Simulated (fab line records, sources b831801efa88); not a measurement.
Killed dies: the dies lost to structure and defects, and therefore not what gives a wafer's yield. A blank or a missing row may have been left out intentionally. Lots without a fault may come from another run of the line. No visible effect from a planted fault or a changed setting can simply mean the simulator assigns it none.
Matching of chambers ; flow gf180mcu ; 4 sister chambers for GF_STI_CMP_25 on cmp-02
The step polishes, stops on Si3N4, t overpolish 33 s, target thk 524.6 nm. 8 wafers are shown with their chamber, then 7 later ones without.

EACH WAFER AND ITS CHAMBER
wafer;chamber;motor current A (A);overpolish run s (s)
L660.2;0;13.3;33.006
L661.2;1;12.4;32.998
L661.5;2;11.7;32.994
L662.3;0;13.4;33.001
L662.5;2;12.5;32.998
L662.6;3;11.5;32.986
L665.2;1;12.0;32.990
L665.3;3;12.3;33.000

WAFERS WITHOUT THEIR CHAMBER
wafer;motor current A (A);overpolish run s (s)
L665.6;12.8;32.991
L669.1;12.7;33.001
L669.2;12.0;32.993
L669.3;12.7;32.992
L674.2;12.1;33.000
L674.3;13.5;32.997
L674.4;11.9;32.990

WHICH CHAMBER EACH ONE RAN IN
wafer;from the rows above;in truth
L665.6;can't be placed: 1 or 2 or 3 or 0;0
L669.1;can't be placed: 0 or 2 or 1 or 3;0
L669.2;can't be placed: 3 or 1 or 2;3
L669.3;can't be placed: 1 or 2 or 3 or 0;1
L674.2;can't be placed: 2 or 1 or 3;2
L674.3;can't be placed: 0 or 1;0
L674.4;can't be placed: 3 or 1 or 2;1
0 of 7 placed correctly. These rows do not allow placing 7 (true chamber among the candidates in 7). 0 placed wrongly.
How it was worked out, from the rows above alone: a wafer's distance from a chamber is the root of the sum, over the readings, of the square of ((its reading less the chamber's mean) divided by the reading's scatter). The wafer belongs to the nearest chamber; if the next one is less than 2 further off, it can't be placed. A chamber's mean is the mean of its shown wafers. The scatter: take each reading less its chamber's mean, square it, sum over the shown wafers, divide by the number of wafers less the number of chambers, and take the root.
